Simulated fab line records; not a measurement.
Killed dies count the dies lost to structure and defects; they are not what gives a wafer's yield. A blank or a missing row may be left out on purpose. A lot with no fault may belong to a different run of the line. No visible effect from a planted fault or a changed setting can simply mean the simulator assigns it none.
Which tool is to blame?	flow sky130	12 lots with 36 wafers sampled at 6 steps, on a route of 708 steps

== WHAT THE GAUGES SHOWED, per wafer ==
SKY_LI_CONTACT_CD_MEAS_12: target cd 170 nm. Usual: cd-nm reads 169.8 nm (standard deviation 1.1).
lot	measured	on	cd-nm (nm)	flag
L966	day 29 10:41	cd-sem-02	169.2 169.5 169.8	
L967	day 29 19:29	cd-sem-02	169.0 168.3 167.3	
L968	day 30 03:08	cd-sem-02	170.8 170.5 169.6	
L969	day 30 05:07	cd-sem-01	171.7 170.0 170.8	
L972	day 31 08:14	cd-sem-02	170.0 170.2 169.2	
L973	day 31 20:10	cd-sem-02	168.2 171.1 169.1	
L976	day 32 15:05	cd-sem-02	171.7 170.9 171.2	
L977	day 32 18:19	cd-sem-02	171.2 172.4 171.7	
L982	day 34 13:41	cd-sem-02	170.2 168.5 170.5	
L987	day 35 20:23	cd-sem-01	169.9 170.5 171.0	
L988	day 36 05:13	cd-sem-02	168.1 169.5 168.3	
L989	day 36 12:16	cd-sem-02	167.7 168.4 169.5	

SKY_LI_CONTACT_RS_MEAS_22: uses a four-point probe to measure. Usual: LI_CONTACT_W_RS 0.284 ohm/sq, standard deviation 0.0053.
lot	measured	on	LI_CONTACT_W_RS (ohm/sq)	flag
L966	day 29 11:32	film-metro-04	0.288 0.285 0.289	
L967	day 29 20:20	film-metro-04	0.285 0.281 0.279	
L968	day 30 04:01	film-metro-04	0.277 0.281 0.277	
L969	day 30 05:59	film-metro-04	0.289 0.288 0.286	
L972	day 31 09:05	film-metro-01	0.281 0.289 0.281	
L973	day 31 21:01	film-metro-04	0.293 0.286 0.294	
L976	day 32 15:56	film-metro-03	0.279 0.285 0.281	
L977	day 32 19:10	film-metro-01	0.266 0.275 0.275	
L982	day 34 14:31	film-metro-03	0.291 0.293 0.289	
L987	day 35 21:14	film-metro-04	0.281 0.279 0.284	
L988	day 36 06:03	film-metro-04	0.285 0.286 0.289	
L989	day 36 13:07	film-metro-01	0.277 0.275 0.279	

SKY_LI_CONTACT_THK_MEAS_23: measures by xrf. Usual: LI_CONTACT_W_THK 393 nm, standard deviation 7.8.
lot	measured	on	LI_CONTACT_W_THK (nm)	flag
L966	day 29 11:39	film-metro-04	385 388 384	
L967	day 29 20:28	film-metro-04	391 395 398	
L968	day 30 04:07	film-metro-04	410 402 411	
L969	day 30 06:06	film-metro-04	394 393 396	
L972	day 31 09:11	film-metro-01	396 383 392	
L973	day 31 21:07	film-metro-04	384 393 385	
L976	day 32 16:03	film-metro-03	394 387 392	
L977	day 32 19:17	film-metro-01	418 406 405	
L982	day 34 14:37	film-metro-03	381 377 382	
L987	day 35 21:22	film-metro-04	398 401 395	
L988	day 36 06:09	film-metro-04	396 395 391	
L989	day 36 13:14	film-metro-01	391 396 391	

SKY_CONTACT_BOW_MEAS_05. Usual: CONTACT_BOW 82 um, standard deviation 6.9.
lot	measured	on	CONTACT_BOW (um)	flag
L966	day 30 18:05	film-metro-02	87 75 73	
L967	day 31 01:58	film-metro-04	91 81 75	
L968	day 31 09:57	film-metro-02	70 86 79	
L969	day 31 11:37	film-metro-02	86 90 79	
L972	day 32 14:15	film-metro-02	88 84 78	
L973	day 33 02:11	film-metro-04	82 72 69	
L976	day 33 20:06	film-metro-04	83 88 85	
L977	day 34 00:02	film-metro-04	88 95 87	
L982	day 35 19:25	film-metro-02	88 76 81	
L987	day 37 01:10	film-metro-02	86 83 81	
L988	day 37 09:58	film-metro-02	84 82 88	
L989	day 37 16:19	film-metro-02	81 94 86	

== WHAT TOOL EACH LOT RAN ON (gives the tool, then ch and the chambers of the sampled wafers, and finally the start) ==
lot	SKY_SD_N_STRIP_11	SKY_LI_CONTACT_CVD_21
L966	plasma-asher-04 ch 0, day 28 04:50	cvd-w-02 ch 0,1, day 29 11:24
L967	plasma-asher-04 ch 0,1, day 28 14:35	cvd-w-01 ch 0,1, day 29 20:13
L968	plasma-asher-04 ch 0,1, day 28 22:07	cvd-w-01 ch 0,1, day 30 03:54
L969	plasma-asher-04 ch 0,1, day 29 00:14	cvd-w-02 ch 0,1, day 30 05:51
L972	plasma-asher-03 ch 0,1, day 30 02:56	cvd-w-02 ch 0,1, day 31 08:58
L973	plasma-asher-03 ch 0,1, day 30 15:02	cvd-w-02 ch 0,1, day 31 20:52
L976	plasma-asher-02 ch 0,1, day 31 10:29	cvd-w-01 ch 0,1, day 32 15:48
L977	plasma-asher-04 ch 0,1, day 31 14:08	cvd-w-01 ch 0,1, day 32 19:02
L982	plasma-asher-03 ch 0,1, day 33 10:16	cvd-w-02 ch 0,1, day 34 14:24
L987	plasma-asher-03 ch 0,1, day 34 16:23	cvd-w-01 ch 0,1, day 35 21:07
L988	plasma-asher-04 ch 0,1, day 35 01:47	cvd-w-02 ch 0,1, day 36 05:56
L989	plasma-asher-03 ch 0,1, day 35 09:02	cvd-w-01 ch 0, day 36 12:59
- SKY_SD_N_STRIP_11: strips in O2/N2.
- SKY_LI_CONTACT_CVD_21: deposits W, target thk 400 nm, time 120.56 s.

== WHAT THE TOOLS THEMSELVES READ (means of the sampled wafers that have a number; where no wafer has one, the mark that the record gives instead) ==
SKY_SD_N_STRIP_11. Usual: drypump-motor-current-A 5.87 A, standard deviation 0.25; oes-product-au 0.527 a.u., standard deviation 0.0043; strip-time-to-endpoint-s 22.54 s, standard deviation 0.041.
lot	tool	drypump-motor-current-A (A)	oes-product-au (a.u.)	strip-time-to-endpoint-s (s)	flag
L966	plasma-asher-04	5.69	0.526	22.49	
L967	plasma-asher-04	5.81	0.526	22.59	
L968	plasma-asher-04	5.74	0.531	22.58	
L969	plasma-asher-04	5.80	0.530	22.60	
L972	plasma-asher-03	6.05	0.524	22.51	
L973	plasma-asher-03	6.11	0.526	22.49	
L976	plasma-asher-02	5.62	0.526	22.60	
L977	plasma-asher-04	5.80	0.528	22.50	
L982	plasma-asher-03	6.04	0.529	22.53	
L987	plasma-asher-03	6.11	0.527	22.56	
L988	plasma-asher-04	5.74	0.526	22.54	
L989	plasma-asher-03	6.12	0.528	22.55	

SKY_LI_CONTACT_CVD_21. Usual: heater-power-outer-w 501 W, standard deviation 40; heater-power-w 850 W, standard deviation 77.
lot	tool	heater-power-outer-w (W)	heater-power-w (W)	flag
L966	cvd-w-02	527	876	
L967	cvd-w-01	490	838	
L968	cvd-w-01	489	832	
L969	cvd-w-02	523	886	
L972	cvd-w-02	489	817	
L973	cvd-w-02	519	886	
L976	cvd-w-01	494	835	
L977	cvd-w-01	493	843	
L982	cvd-w-02	525	897	
L987	cvd-w-01	504	859	
L988	cvd-w-02	528	901	
L989	cvd-w-01	485	815	

== THE ANSWER, worked out from the rows above alone ==
Rule: a lot is off if the mean of its wafers that have a number lies more than 3 standard deviations from the usual mean. A lot without any number at a reading at which 4 lots or more have one is off too. Any other lot the step has rows for is counted as sound. After the gauges, taken in route order, come the tools' own readings; for these a lot's mean is taken, as printed above. At the first step where some lot is off, the reading lying furthest off is the one used; lots without a number count as furthest.
Across all readings shown, no lot is off: no conclusion can be drawn from this.

== WHAT THE SIMULATOR HAD INSERTED ==
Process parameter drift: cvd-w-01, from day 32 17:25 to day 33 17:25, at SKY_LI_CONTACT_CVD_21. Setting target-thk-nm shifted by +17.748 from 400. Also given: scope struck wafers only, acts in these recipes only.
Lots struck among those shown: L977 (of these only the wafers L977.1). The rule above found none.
